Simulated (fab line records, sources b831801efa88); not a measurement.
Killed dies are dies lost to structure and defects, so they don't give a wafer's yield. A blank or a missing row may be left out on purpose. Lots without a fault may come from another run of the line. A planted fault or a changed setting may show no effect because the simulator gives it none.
A struck lot beside a sound one | flow sky130 | 14 steps out of a route of 708
Sound: wafers L304.1, L304.2, L304.4. Struck: wafers L309.1, L309.2, L309.3. The cause comes at the end.
At each step with rows: each side's tool, then ch and its chambers, then its first start. Under that, the readings that differ: sound wafers | struck wafers | difference of the means | sigmas: that difference in standard deviations of wafers without a fault.
alike: readings whose means differ by less than 2 such deviations, and words and numbers that are the same on both sides. not compared: withheld readings, readings that some wafer has no value for, bounds like >300 that may hide the same value, and numbers for which the record gives no deviation and whose values overlap.
The two part at a step that has a row with sigmas, a row that says differs or no value, or rows on one side only. Numbers that don't overlap but have no deviation are shown without sigmas and don't part them. A reading that every wafer of one side lacks parts them only if that side has two wafers or more.

first, 8 steps without rows for these wafers: SKY_POLY_CUT_DEHYDRATE_00 (time 60 s); SKY_POLY_CUT_HMDS_01 (prime time 60 s); SKY_POLY_CUT_COAT_02 (resist thk 60 nm); SKY_POLY_CUT_COAT_03 (resist thk 450 nm); SKY_POLY_CUT_SOFTBAKE_04 (time 90 s); SKY_POLY_CUT_EXPOSE_05 (exposes mask NPCM, target cd 270 nm); SKY_POLY_CUT_PEB_06; SKY_POLY_CUT_DEVELOP_07 (develop time 60 s).
SKY_POLY_CUT_CD_MEAS_08: target cd 270 nm.
  sound on cd_sem-01, day 24 23:14; struck on cd_sem-02, day 26 22:44
  reading    | sound             | struck            | difference | sigmas
  cd_nm (nm) | 269.9 270.9 269.5 | 266.0 267.4 266.4 | -3.5       | -2
SKY_POLY_CUT_OVL_MEAS_09:
  sound on overlay-01, day 24 23:22; struck on overlay-01, day 26 22:52
  alike: POLY_CUT_OVL
SKY_POLY_CUT_ETCH_10: etches BARC in N2/H2, stops on SiO2, time 45.9 s, target depth 60 nm.
  sound on rie_diel-02 ch 0,1,3, day 24 23:23; struck on rie_diel-02 ch 0,1,2, day 26 22:53
  alike: drypump_motor_current_A, n2_flow_sccm, oes_product_au, throttle_valve_pct
  not compared: rf_hours_counter_h
SKY_POLY_CUT_ETCH_11: etches Si3N4 in CF4/CH2F2/Ar, stops on poly-Si, time 42.5 s, target depth 60 nm.
  sound on rie_diel-02 ch 0,1,3, day 24 23:26; struck on rie_diel-02 ch 0,1,2, day 26 22:56
  alike: drypump_motor_current_A, oes_product_au, throttle_valve_pct
  not compared: rf_hours_counter_h
SKY_POLY_CUT_STRIP_12: strips in O2/N2.
  sound on plasma_asher-01 ch 0,1, day 24 23:29; struck on plasma_asher-01 ch 0,1, day 26 22:59
  no value came back on the struck wafers for any of 6 readings (chamber_pressure_mTorr (mTorr), drypump_motor_current_A (A) and others); on the sound wafers chamber_pressure_mTorr (mTorr) reads 1501.4 1501.4 1498.5
  reading                                         | sound | struck            | difference | sigmas
  model.KrF-thick_of_POLY_CUT_COAT_03.thk_nm (nm) | 0 0 0 | 407.8 407.9 408.5 | +408.1     |
  not compared: rf_hours_counter_h
-- the record jumps here: 21 days lie between the struck wafers' starts before and after (it left off in module POLY_CUT and takes up again in module PAD_OPEN, whose first step shown is number 708 of the route) --
SKY_PAD_OPEN_PROBE_99:
  sound on prober-01, day 46 10:43; struck on prober-02, day 47 17:45
  reading             | sound | struck      | difference | sigmas
  killed_at_front_end | 10    | 425 421 426 | +414       | +99 or more
  killed_dies         | 95    | 492 492 492 | +397       | +42
  killed_on_rim       | 17    | 96 96 96    | +79        | +20
  alike: killed_at_M0_to_M3, killed_at_M4_up, killed_at_contacts, killed_at_other, killed_open, killed_short

WHERE THEY PART
First at SKY_POLY_CUT_CD_MEAS_08; last, within this record, at SKY_PAD_OPEN_PROBE_99.

WHY: what the simulator had put in
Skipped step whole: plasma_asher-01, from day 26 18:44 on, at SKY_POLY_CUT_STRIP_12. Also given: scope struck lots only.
